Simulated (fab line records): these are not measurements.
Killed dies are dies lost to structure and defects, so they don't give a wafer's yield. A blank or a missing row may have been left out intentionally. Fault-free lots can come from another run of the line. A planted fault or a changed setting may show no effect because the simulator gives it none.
Chamber matching | flow sfq line | cmp-02 running SFQ_TRILAYER_I6_CMP_CMP_166: 4 sister chambers
The step polishes SiO2. 4 wafers are shown with their chamber, then 9 later ones without.

== WAFERS WITH THEIR CHAMBER ==
wafer  | chamber | motor current A (A)
L438.5 | 2       | 8.8
L439.5 | 0       | 11.1
L440.1 | 1       | 9.7
L440.5 | 3       | 10.4

== WAFERS WITHOUT THEIR CHAMBER ==
wafer  | motor current A (A)
L446.3 | 9.9
L446.2 | 9.4
L446.5 | 10.3
L447.2 | 11.2
L447.4 | 9.4
L447.6 | 11.1
L448.2 | 9.7
L448.3 | 10.9
L448.1 | 9.5

== CHAMBER TAKEN BY EACH ==
wafer  | from the rows above     | in truth
L446.3 | can't be placed: 1 or 3 | 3
L446.2 | can't be placed: 1 or 2 | 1
L446.5 | 3                       | 3
L447.2 | 0                       | 0
L447.4 | can't be placed: 1 or 2 | 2
L447.6 | 0                       | 0
L448.2 | 1                       | 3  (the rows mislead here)
L448.3 | can't be placed: 0 or 3 | 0
L448.1 | 1                       | 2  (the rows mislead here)
3 of 9 placed correctly. Not placeable from these rows: 4 (in 4, the candidates include the true chamber). Wrongly placed: 2.
How it was worked out, from the rows above alone: a wafer's distance from a chamber is the root of the sum, over the readings, of the square of ((its reading less the chamber's mean) divided by the reading's scatter). The wafer belongs to the nearest chamber; if the next one is less than 2 further off, it can't be placed. The mean given for a chamber averages the wafers shown for that chamber. The scatter: root of mean squared gap, hidden wafer to nearest shown wafer, with one shown wafer a chamber.
